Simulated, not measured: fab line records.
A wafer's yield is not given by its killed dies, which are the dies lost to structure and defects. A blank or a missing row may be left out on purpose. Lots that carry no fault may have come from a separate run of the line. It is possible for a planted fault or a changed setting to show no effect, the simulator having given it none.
Matching of chambers	flow gf180mcu	GF_V3_CVD_02 on pecvd-03 has 3 sister chambers
The step deposits SiO2 from TEOS, target thk 850 nm, time 94.851 s. 6 wafers are shown with their chamber, then 7 later ones without.

## WAFERS WITH THEIR CHAMBER
wafer	chamber	heater-power-w (W)
L083.6	0	543
L085.1	0	528
L085.3	1	773
L085.4	2	541
L090.2	1	678
L090.3	2	646

## WAFERS MISSING THEIR CHAMBER
wafer	heater-power-w (W)
L090.6	557
L092.3	678
L092.4	546
L092.6	519
L093.1	616
L093.5	742
L093.6	660

## THE CHAMBER EACH PASSED THROUGH
wafer	from the rows above	in truth
L090.6	can't be placed: 0 or 2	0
L092.3	can't be placed: 1 or 2 or 0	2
L092.4	can't be placed: 0 or 2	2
L092.6	can't be placed: 0 or 2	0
L093.1	can't be placed: 2 or 0 or 1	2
L093.5	1	1
L093.6	can't be placed: 1 or 2 or 0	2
Correct placement for 1 of the 7. Unplaceable from these rows: 6, with the true chamber sitting among the candidates in 6. Number placed wrongly: 0.
How it was worked out, from the rows above alone: a wafer's distance from a chamber is the root of the sum, over the readings, of the square of ((its reading less the chamber's mean) divided by the reading's scatter). The wafer belongs to the nearest chamber; if the next one is less than 2 further off, it can't be placed. For every chamber, the mean is computed from those of its wafers that are shown. The scatter: the root of (the sum of the squares of (reading less its chamber's mean) over the shown wafers, divided by (wafers less chambers)).
